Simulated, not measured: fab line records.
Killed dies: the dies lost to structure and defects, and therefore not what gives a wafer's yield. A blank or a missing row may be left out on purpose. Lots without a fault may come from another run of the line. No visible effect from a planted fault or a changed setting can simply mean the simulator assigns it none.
Split-lot study | flow sfqLine | 23 wafers read across 5 lots, on a route 325 steps long

== THE SPLIT ITSELF ==
At SFQ_TRILAYER_R5_LITHO_COAT_141 (resist thk 62 nm), the setting resistThkNm was moved away from the recipe's 62 nm on 5 of the 23 wafers read, by -4.1% to -3.9%. This setting was run at the recipe's value on the other wafers.

The split's own step is where the reading is taken.

== THE READING ==
BARC_of_TRILAYER_R5_LITHO_COAT_141.thkNm (the simulator's own value, which no gauge read), in nm, at SFQ_TRILAYER_R5_LITHO_COAT_141 (resist thk 62 nm). There is no usual value for it anywhere in the file. The 18 wafers here that ran the recipe average 62.16 nm, standard deviation 0.22 nm.

wafer  | tool, chamber at the split | resistThkNm as run, nm | against the recipe | BARC_of_TRILAYER_R5_LITHO_COAT_141.thkNm, nm | against lot-mates on the recipe
L075.2 | lithoTrack-02, 0           | 62                     | recipe             | 62.25                                        | -
L075.3 | lithoTrack-02, 0           | 62                     | recipe             | 62.21                                        | -
L075.4 | lithoTrack-02, 0           | 62                     | recipe             | 62.13                                        | -
L075.5 | lithoTrack-02, 0           | 62                     | recipe             | 61.97                                        | -
L075.6 | lithoTrack-02, 0           | 62                     | recipe             | 62.07                                        | -
L076.1 | lithoTrack-02, 0           | 59.48                  | -4.1%              | 59.62                                        | -2.75
L076.2 | lithoTrack-02, 0           | 59.48                  | -4.1%              | 59.63                                        | -2.73
L076.3 | lithoTrack-02, 0           | 62                     | recipe             | 62.31                                        | -
L076.4 | lithoTrack-02, 0           | 62                     | recipe             | 62.42                                        | -
L076.5 | lithoTrack-02, 0           | 59.48                  | -4.1%              | 59.7                                         | -2.66
L080.1 | lithoTrack-02, 0           | 62                     | recipe             | 62.17                                        | -
L080.2 | lithoTrack-02, 0           | 62                     | recipe             | 62.32                                        | -
L080.3 | lithoTrack-02, 0           | 59.61                  | -3.9%              | 59.87                                        | -2.37
L080.4 | lithoTrack-02, 0           | 62                     | recipe             | 62.24                                        | -
L080.5 | lithoTrack-02, 0           | 59.61                  | -3.9%              | 59.73                                        | -2.51
L082.1 | lithoTrack-01, 0           | 62                     | recipe             | 61.91                                        | -
L082.3 | lithoTrack-01, 0           | 62                     | recipe             | 61.82                                        | -
L082.4 | lithoTrack-01, 0           | 62                     | recipe             | 61.83                                        | -
L082.5 | lithoTrack-01, 0           | 62                     | recipe             | 61.85                                        | -
L082.6 | lithoTrack-01, 0           | 62                     | recipe             | 62.04                                        | -
L085.1 | lithoTrack-02, 0           | 62                     | recipe             | 62.55                                        | -
L085.2 | lithoTrack-02, 0           | 62                     | recipe             | 62.5                                         | -
L085.6 | lithoTrack-02, 0           | 62                     | recipe             | 62.26                                        | -

THE FIT
A straight line over all 23 wafers: BARC_of_TRILAYER_R5_LITHO_COAT_141.thkNm changes by +0.615 nm for each +1% of resistThkNm; r = +0.98; the points scatter about the line by 0.2 nm.
The same after taking each lot's own level away (the mean of its wafers on the recipe; 23 wafers): +0.655 nm for each +1%; r = +1.00; scatter 0.093 nm.
The reading moves by 2.7 nm for the largest change in resistThkNm, on that fit.
From 61.890 to 62.437 nm: that is the span of the lots' own levels, equal to 2.5 times the standard deviation above.
Hence the lot-to-lot level has little effect on the slope; both slopes agree.
Check: -2.64 nm against its lot-mates is what the line predicts for one of the wafers moved furthest among these (-4.1%) when that wafer is left out of the fit. Against them it came out at -2.75 nm.

== THESE WAFERS: OTHER SPLITS ==
Other splits were also applied to these wafers ahead of the reading. Each is held against what the fit with the lots' levels taken away leaves over:
other split on the same wafers                   | wafers away from the commonest value | r with BARC_of_TRILAYER_R5_LITHO_COAT_141.thkNm (lot level and that fit taken away)
SFQ_TRILAYER_M4_DEP_SPUTTER_091 powerW           | 8                                    | +0.09
SFQ_TRILAYER_M4_LITHO_COAT_093 resistThkNm       | 9                                    | -0.16
SFQ_TRILAYER_M4_ETCH_METAL_ETCH_096 timeS        | 10                                   | +0.00
SFQ_TRILAYER_I4_VIA_BARC_OPEN_VIA_ETCH_146 timeS | 8                                    | +0.07
SFQ_TRILAYER_JJ_CE_LITHO_COAT_114 spinRpm        | 7                                    | +0.33
SFQ_TRILAYER_JJ_CE_ETCH_RIE_118 icpW             | 8                                    | +0.27

== FILE'S OWN FIT ==
BARC_of_TRILAYER_R5_LITHO_COAT_141.thkNm changes by +0.652 nm for each +1% of resistThkNm, r = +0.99.
